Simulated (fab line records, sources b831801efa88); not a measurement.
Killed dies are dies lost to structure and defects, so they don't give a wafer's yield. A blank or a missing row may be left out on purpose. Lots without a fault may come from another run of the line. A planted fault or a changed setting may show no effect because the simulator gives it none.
Problem report in the 8D (eight disciplines) form, filled by code | flow sfq_line | the parts of the form that need people (team, actions taken, sign-off) are left out

1. THE PROBLEM
spin_speed_rpm at SFQ_TRILAYER_M0_LITHO_COAT_021 reads a mean of 3340.6 rpm on 6 wafers of 2 lots; wafers without a fault read 3000.0 rpm with a standard deviation of 2. That is +99 or more standard deviations from the usual mean.
The step: resist thk 600 nm.
First seen on wafer L750.3, day 11 06:47, on litho_track-01. The record holds 42 wafers of 14 lots with a number at this step. Rule for "out", or "out of limits": more than 4 standard deviations from the usual mean. The other wafers with a number count as sound.

2. WHAT IT IS AND WHAT IT IS NOT
question                    | is                     | is not
which readings at this step | spin_speed_rpm         | -
which lots                  | L750, L751             | L741, L742, L746, L752, L753, L754, L757, L758, L760, L761, L762, L763
which wafers of those lots  | all that have a number | -
read on which tools         | litho_track-01         | litho_track-02, litho_track-03
when                        | from day 11 06:47      | up to then (9 sound wafers); but 27 sound wafers of L752, L753, L754, L757, L758, L760, L761, L762, L763 came after

3. SUSPECTS, AND WHAT RULES EACH OUT
Counting: a tool at a process step up to the reading stays a suspect if it ran every lot that is out and no sound lot after the first of them.
- litho_track-01 at SFQ_TRILAYER_M0_LITHO_COAT_021 (resist thk 600 nm): ruled out as a lasting fault. Sound lots L760 ran on it after its first lot that is out, L750 (day 11 06:47).
Left after counting: nothing in the record.

4. THE CAUSE (what the simulator had put in)
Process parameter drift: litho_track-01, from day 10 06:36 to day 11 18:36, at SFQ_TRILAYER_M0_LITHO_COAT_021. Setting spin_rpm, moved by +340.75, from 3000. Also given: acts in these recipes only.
Counting ruled it out, wrongly.

5. THE CHAIN OF EFFECTS, in route order
Each row: a reading whose mean over the struck wafers that have a number lies more than 3 standard deviations from the usual. Only readings for which the record gives a usual standard deviation are gone through. hours: the time from each lot's start at the first step in this table that gives one to its start at this step, as a median over the lots. sigmas: the change in usual standard deviations.
hours | step                           | reading        | usual      | on struck wafers | change | sigmas
0     | SFQ_TRILAYER_M0_LITHO_COAT_021 | spin_speed_rpm | 3000.0 rpm | 3340.6           | +340.6 | +99 or more
The process steps in it:
- SFQ_TRILAYER_M0_LITHO_COAT_021: resist thk 600 nm.

6. WHAT WOULD HAVE CAUGHT IT SOONER
In this record the first reading out of limits was taken at day 11 06:47, 24 hours after the fault began at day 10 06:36.
